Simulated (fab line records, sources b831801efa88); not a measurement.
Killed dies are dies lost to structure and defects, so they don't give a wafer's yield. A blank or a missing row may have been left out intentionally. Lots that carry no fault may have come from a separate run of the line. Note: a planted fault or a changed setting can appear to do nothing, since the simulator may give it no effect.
Chamber matching	flow sky130	rie-si-02 running SKY_FIELD_ISO_ETCH_17: 4 sister chambers
The step etches Si in HBr/Cl2/O2, target depth 342 nm, time 97.7 s. 4 wafers are shown with their chamber, then 12 later ones without.

## EACH WAFER AND ITS CHAMBER
wafer	chamber	drypump-motor-current-A (A)
L087.1	1	5.9
L088.2	0	6.6
L088.3	2	4.9
L088.6	3	5.4

## WAFERS WITH NO CHAMBER GIVEN
wafer	drypump-motor-current-A (A)
L089.1	5.9
L089.4	5.4
L089.5	4.9
L090.1	5.9
L090.2	5.4
L090.6	4.9
L091.2	5.9
L091.3	4.9
L091.5	6.6
L097.2	4.9
L097.5	6.5
L097.6	5.9

## WHICH CHAMBER EACH WENT THROUGH
wafer	from the rows above	in truth
L089.1	1	1
L089.4	3	3
L089.5	2	2
L090.1	1	1
L090.2	3	3
L090.6	2	2
L091.2	1	1
L091.3	2	2
L091.5	0	0
L097.2	2	2
L097.5	0	0
L097.6	1	1
12 of 12 placed correctly. Number that these rows cannot place: 0. Wrongly placed: 0.
How it was worked out, from the rows above alone: a wafer's distance from a chamber is the root of the sum, over the readings, of the square of ((its reading less the chamber's mean) divided by the reading's scatter). The wafer belongs to the nearest chamber; if the next one is less than 2 further off, it can't be placed. For every chamber, the mean is computed from those of its wafers that are shown. The scatter (one wafer shown for each chamber): square how far every hidden wafer sits from the nearest shown wafer, average those squares and take the square root.
